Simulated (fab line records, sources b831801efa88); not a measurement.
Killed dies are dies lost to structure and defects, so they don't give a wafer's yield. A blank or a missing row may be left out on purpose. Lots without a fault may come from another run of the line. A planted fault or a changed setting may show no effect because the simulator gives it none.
Chamber matching | flow sky130 | SKY_POLY_CUT_ETCH_10 on rie_diel-04: 4 sister chambers
The step etches BARC in N2/H2, stops on SiO2, time 45.9 s, target depth 60 nm. 8 wafers are shown with their chamber, then 8 later ones without.

WAFERS WITH THEIR CHAMBER
wafer  | chamber | drypump_motor_current_A (A) | throttle_valve_pct (%)
L084.2 | 3       | 4.8                         | 13.236
L087.2 | 2       | 5.4                         | 13.221
L087.3 | 1       | 5.3                         | 13.230
L087.4 | 3       | 4.8                         | 13.230
L088.2 | 0       | 5.2                         | 13.214
L088.5 | 0       | 5.2                         | 13.235
L088.6 | 1       | 5.3                         | 13.219
L092.1 | 2       | 5.5                         | 13.225

WAFERS WITHOUT THEIR CHAMBER
wafer  | drypump_motor_current_A (A) | throttle_valve_pct (%)
L092.2 | 5.3                         | 13.224
L092.6 | 5.3                         | 13.209
L094.4 | 5.3                         | 13.222
L094.5 | 4.8                         | 13.225
L094.6 | 5.2                         | 13.231
L095.1 | 5.4                         | 13.232
L095.3 | 5.3                         | 13.225
L095.4 | 5.2                         | 13.227

WHICH CHAMBER EACH WENT THROUGH
wafer  | from the rows above     | in truth
L092.2 | 1                       | 1
L092.6 | can't be placed: 1 or 0 | 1
L094.4 | 1                       | 1
L094.5 | 3                       | 3
L094.6 | 0                       | 0
L095.1 | can't be placed: 2 or 1 | 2
L095.3 | 1                       | 1
L095.4 | 0                       | 0
Placed correctly: 6 of 8. Can't be placed from these rows: 2 (the true chamber is among the candidates in 2). Placed wrongly: 0.
How it was worked out, from the rows above alone: a wafer's distance from a chamber is the root of the sum, over the readings, of the square of ((its reading less the chamber's mean) divided by the reading's scatter). The wafer belongs to the nearest chamber; if the next one is less than 2 further off, it can't be placed. A chamber's mean is the mean of its shown wafers. The scatter: the root of (the sum of the squares of (reading less its chamber's mean) over the shown wafers, divided by (wafers less chambers)).
